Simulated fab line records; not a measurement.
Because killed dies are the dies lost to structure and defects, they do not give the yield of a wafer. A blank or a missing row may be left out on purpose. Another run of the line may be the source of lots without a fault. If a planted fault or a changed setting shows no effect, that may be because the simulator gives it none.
Split-lot experiment | flow gf180mcu | on a route of 602 steps: 5 lots, 23 wafers read

## THE SPLIT
At GF_HV_LDD_EXPOSE_04 (exposes mask Nplus LV AREA, target cd 400 nm), the setting dose mj was moved away from the recipe's 140 on 4 of the 23 wafers read, by -3.6% to +3.9%. The other wafers ran this setting at the recipe's value.

## FROM THE SPLIT TO THE READING: what the file shows between them, 2 steps
- GF_HV_LDD_PEB_05
- GF_HV_LDD_DEVELOP_06: develop time 60 s

## THE READING
cd nm at GF_HV_LDD_CD_MEAS_07, given in nm (cd target 400 nm). Fault-free wafers of this fab line usually give 399.0 nm, standard deviation 2 nm.

wafer  | tool, chamber at the split | dose mj as run | against the recipe | cd nm, nm | against lot-mates on the recipe
L077.4 | iline stepper-02, 0        | 140            | recipe             | 400.3     | -
L077.5 | iline stepper-02, 0        | 140            | recipe             | 398.8     | -
L077.6 | iline stepper-02, 0        | 140            | recipe             | 400.4     | -
L081.1 | iline stepper-01, 0        | 140            | recipe             | 400.4     | -
L081.2 | iline stepper-01, 0        | 145.5          | +3.9%              | 414.0     | +12.9
L081.3 | iline stepper-01, 0        | 140            | recipe             | 400.3     | -
L081.5 | iline stepper-01, 0        | 145.5          | +3.9%              | 412.7     | +11.6
L081.6 | iline stepper-01, 0        | 140            | recipe             | 402.5     | -
L080.1 | iline stepper-02, 0        | 140            | recipe             | 398.4     | -
L080.2 | iline stepper-02, 0        | 140            | recipe             | 397.0     | -
L080.3 | iline stepper-02, 0        | 140            | recipe             | 397.3     | -
L080.4 | iline stepper-02, 0        | 140            | recipe             | 395.8     | -
L080.6 | iline stepper-02, 0        | 140            | recipe             | 399.3     | -
L083.1 | iline stepper-01, 0        | 140            | recipe             | 399.1     | -
L083.2 | iline stepper-01, 0        | 134.9          | -3.6%              | 387.5     | -11.3
L083.3 | iline stepper-01, 0        | 134.9          | -3.6%              | 389.3     | -9.5
L083.4 | iline stepper-01, 0        | 140            | recipe             | 397.9     | -
L083.5 | iline stepper-01, 0        | 140            | recipe             | 399.3     | -
L084.1 | iline stepper-01, 0        | 140            | recipe             | 401.2     | -
L084.2 | iline stepper-01, 0        | 140            | recipe             | 400.7     | -
L084.3 | iline stepper-01, 0        | 140            | recipe             | 399.0     | -
L084.4 | iline stepper-01, 0        | 140            | recipe             | 401.1     | -
L084.5 | iline stepper-01, 0        | 140            | recipe             | 400.6     | -

THE FIT
A straight line over all 23 wafers: cd nm changes by +3.3 nm for each +1% of dose mj; r = +0.96; the points scatter about the line by 1.6 nm.
The same after taking each lot's own level away (the mean of its wafers on the recipe; 23 wafers): +3 nm for each +1%; r = +0.98; scatter 0.97 nm.
That fit puts the effect of the largest move of dose mj on the reading at 12 nm.
The span of the lots' own levels, 397.56 to 401.07 nm, comes to 1.8 times the standard deviation stated above.
Thus the slope moves with the lot-to-lot level: the two fits are different.
Check: +11.4 nm against its lot-mates is what the line predicts for one of the wafers moved furthest among these (+3.9%) when that wafer is left out of the fit. It came out at +12.9 nm against them.

## FURTHER SPLITS ON THESE WAFERS
Note: prior to the reading, these wafers also went through further splits. Each is held against what the fit with the lots' levels taken away leaves over:
other split on the same wafers      | wafers away from the commonest value | r with cd nm (lot level and that fit taken away)
GF_STI_CVD_03 time s                | 15                                   | -0.10
GF_STI_PEB_10 peb temp c            | 10                                   | +0.19
GF_MVSD_IMPLANT_08 energy kev       | 10                                   | +0.06
GF_VT_IMPLANT_IMPLANT_08 dose cm2   | 10                                   | -0.06
GF_VT_IMPLANT_IMPLANT_30 energy kev | 10                                   | -0.01
GF_POLY_GATE_CVD_00 temp c          | 18                                   | +0.10
GF_POLY_GATE_EXPOSE_07 dose mj      | 11                                   | -0.10

## FILE'S OWN FIT
cd nm changes by +3 nm for each +1% of dose mj, r = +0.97.
